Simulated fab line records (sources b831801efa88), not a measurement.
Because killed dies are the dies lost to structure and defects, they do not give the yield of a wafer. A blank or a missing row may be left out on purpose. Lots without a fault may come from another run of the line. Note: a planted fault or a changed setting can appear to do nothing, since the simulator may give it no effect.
8D (eight disciplines) problem report, filled in by code / flow gf180mcu / the parts of the form that need people (team, actions taken, sign-off) are left out

## 1. PROBLEM STATEMENT
Across 9 wafers from 3 lots, NWELL_TW at GF_NWELL_TW_MEAS_11 averages 1732, while fault-free wafers read 1563 with a standard deviation of 10. Relative to the usual mean, that is a shift of +17 standard deviations.
First observed at day 5 08:01: wafer L651.1, on filmMetro-04. At this step, 39 wafers from 13 lots have a number in the record. The rule behind "out" and "out of limits": a value lying over 4 standard deviations away from the usual mean. Any other wafer with a number is counted as sound.

## 2. WHAT IT IS; WHAT IT IS NOT
question=which readings at this step | is=NWELL_TW | is not=-
question=which lots | is=L651, L652, L653 | is not=L642, L645, L647, L648, L656, L658, L659, L660, L663, L664
question=which wafers of those lots | is=all that have a number | is not=-
question=read on which gauges | is=filmMetro-02, filmMetro-04 | is not=filmMetro-01
question=when | is=from day 5 08:01 | is not=up to then (12 sound wafers); but 18 sound wafers of L656, L658, L659, L660, L663, L664 came after

## 3. THE SUSPECTS, EACH WITH WHAT RULES IT OUT
Counting: any tool at a process step up to the reading is kept as a suspect provided that every lot that is out went through it and no sound lot did after the first of them.
- ruled out: the gauge at GF_NWELL_TW_MEAS_11. The wafers that are out were read on 2 gauges (filmMetro-02, filmMetro-04).
- implanter-01 at GF_NWELL_IMPLANT_08: ruled out as a lasting fault. Following L651 (day 5 07:37), the first lot on it that is out, the sound lots L663 were run on it.
Left after counting: nothing in the record.

## 4. THE CAUSE (what the simulator had put in)
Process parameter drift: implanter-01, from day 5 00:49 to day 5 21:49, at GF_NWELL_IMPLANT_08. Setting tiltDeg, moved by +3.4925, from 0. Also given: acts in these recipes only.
The count ruled it out by mistake, since the rule takes a fault to strike every lot its tool runs from the start of the fault on, and this one did not do so.

## 5. SEQUENCE OF EFFECTS, ordered by route
Rows list readings where the struck wafers' mean (over those with a number) sits beyond 3 standard deviations from the usual. Only readings whose record carries a usual standard deviation are examined. hours: median over the lots of the time between each lot's start at the first step of this table that gives one and its start at this step. sigmas: the change, counted in usual standard deviations.
hours=0; step=GF_NWELL_IMPLANT_08; reading=tiltDeg; usual=-0.001 degrees; on struck wafers=3.488; change=+3.489; sigmas=+99 or more
hours=0; step=GF_NWELL_TW_MEAS_11; reading=NWELL_TW; usual=1563; on struck wafers=1732; change=+169; sigmas=+17
hours=116; step=GF_VT_IMPLANT_RS_MEAS_47; reading=NWELL_RS; usual=488.0 ohm/sq; on struck wafers=635.4; change=+147.4; sigmas=+99 or more
Process steps it contains:
- GF_NWELL_IMPLANT_08

## 6. HOW IT WOULD HAVE BEEN CAUGHT EARLIER
Counted from the fault's start at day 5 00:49, it took 7 hours until the first out-of-limits reading at a measuring or inspecting step in this record, taken at day 5 08:01.
The tool's own readings at GF_NWELL_IMPLANT_08 were out on every struck wafer that the step has a row for (tiltDeg): an alarm limit on them would have fired on the first of those.
